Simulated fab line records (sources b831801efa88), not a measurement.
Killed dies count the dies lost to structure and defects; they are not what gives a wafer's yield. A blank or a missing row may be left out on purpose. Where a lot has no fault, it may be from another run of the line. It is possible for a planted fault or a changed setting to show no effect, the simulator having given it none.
What tool caused it?	flow gf180mcu	6 lots with 18 wafers sampled at 2 steps, on a route of 602 steps

WHAT EACH GAUGE READ, for each wafer
GF_HV_LDD_RS_MEAS_53: measures by four-point-probe.
lot	measured	on	HV_LDD_RS (ohm/sq)
L429	day 12 19:41	film metro-01	417.6 417.2 417.8
L431	day 13 10:32	film metro-01	419.2 418.2 418.5
L433	day 14 01:34	film metro-01	419.0 417.5 418.4
L439	day 16 01:43	film metro-03	438.5 438.4 438.3
L446	day 18 09:22	film metro-03	417.5 418.1 418.4
L449	day 19 13:09	film metro-03	416.9 417.9 418.0

TOOL THAT RAN EACH LOT (tool first, then ch and the chambers of the sampled wafers, then the start)
lot	GF_HV_LDD_IMPLANT_09
L429	implanter-03 ch 0, day 10 08:25
L431	implanter-03 ch 0, day 10 22:48
L433	implanter-01 ch 0, day 11 12:04
L439	implanter-01 ch 0, day 13 08:39
L446	implanter-04 ch 0, day 15 12:43
L449	implanter-04 ch 0, day 16 13:46
- GF_HV_LDD_IMPLANT_09

THE ANSWER, worked out from the rows above alone
Rule: the lots themselves supply what counts as usual. The widest of any qualifying gaps counts: lots, ordered by their means at a reading, are off when they make up no more than a third of the lots, leave a main group of 4 or more, and stand apart from it by 3 or more times the standard deviation of that group's means. A main group is skipped when, at the precision printed for the reading in the tables above, its means are all equal. Also off: a lot with no number at a reading for which 4 or more lots have one. Where the step has rows for the other lots, those lots are counted as sound.
Off: at GF_HV_LDD_RS_MEAS_53 (HV_LDD_RS), L439. Main group: mean 418.0 ohm/sq, sd 0.42.
A tool fits if, at a process step before that reading, it ran every lot that is off, and no sound lot after the first of them. Those tools and the gauges at GF_HV_LDD_RS_MEAS_53 are tried in the same way. One candidate fits, namely implanter-01 at GF_HV_LDD_IMPLANT_09. Its last sound lot is L433 (day 11 12:04), its first lot that is off L439 (day 13 08:39): a fault that began between those two fits.

WHAT THE SIMULATOR HAD PUT IN
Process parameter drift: implanter-01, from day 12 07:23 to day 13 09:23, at GF_HV_LDD_IMPLANT_09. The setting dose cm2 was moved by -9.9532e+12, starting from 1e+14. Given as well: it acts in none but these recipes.
Struck lots among those shown: L439. This agrees with what the rule above found.
